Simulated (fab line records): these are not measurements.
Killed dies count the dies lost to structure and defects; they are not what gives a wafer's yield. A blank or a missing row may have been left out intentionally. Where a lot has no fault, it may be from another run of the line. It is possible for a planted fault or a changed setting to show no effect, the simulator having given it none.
Chamber matching ; flow sfq-line ; rie-diel-02 running SFQ_TRILAYER_I3_VIA_ETCH_VIA_ETCH_088: 4 sister chambers
The step etches SiO2 in CHF3, stops on Nb, target depth 260 nm. 14 wafers are shown with their chamber, then 6 later ones without.

== WAFERS, EACH WITH ITS CHAMBER ==
wafer;chamber;drypump-motor-current-A (A);rf-fwd-power-W (W);oes-product-au (a.u.)
L123.1;0;5.0;498.5;0.841
L123.2;1;5.7;495.3;0.851
L123.3;2;6.5;498.2;0.853
L125.1;1;5.7;498.3;0.854
L125.2;2;6.5;498.8;0.853
L125.6;0;5.1;499.2;0.854
L129.1;3;6.1;498.7;0.863
L129.4;2;6.5;497.1;0.858
L129.6;3;6.1;499.4;0.844
L130.3;1;5.7;497.5;0.847
L130.5;1;5.7;496.9;0.846
L132.1;0;5.1;499.8;0.850
L132.2;1;5.7;498.1;0.848
L132.5;1;5.7;497.2;0.862

SIGNATURES (means of the wafers above)
reading;chamber 0;chamber 1;chamber 2;chamber 3;scatter within a chamber
drypump-motor-current-A;5.067;5.700;6.500;6.100;0.0258
rf-fwd-power-W;499.167;497.217;498.033;499.050;0.916
oes-product-au;0.84833;0.85133;0.85467;0.85350;0.00682
Rule: a wafer lies at a distance from a chamber equal to the root of the sum of squares, over the readings, of (its reading less the chamber's mean, divided by the reading's scatter). The wafer belongs to the nearest chamber; if the next one is less than 2 further off, it can't be placed. How the scatter is found: for the shown wafers, subtract from each reading the mean of its chamber, square and add these, divide the total by (wafers less chambers), then take the root.

== WAFERS WHOSE CHAMBER IS MISSING ==
wafer;drypump-motor-current-A (A);rf-fwd-power-W (W);oes-product-au (a.u.)
L137.2;5.7;496.7;0.858
L137.4;6.1;497.8;0.850
L137.6;5.7;497.4;0.852
L144.1;6.1;495.0;0.857
L144.5;5.1;501.2;0.853
L144.6;6.1;497.2;0.861

== EACH ONE'S CHAMBER ==
wafer;from the rows above;in truth
L137.2;1;1
L137.4;3;3
L137.6;1;1
L144.1;3;3
L144.5;0;0
L144.6;3;3
6 of 6 placed correctly. From these rows, 0 cannot be placed. Placed wrongly: 0.
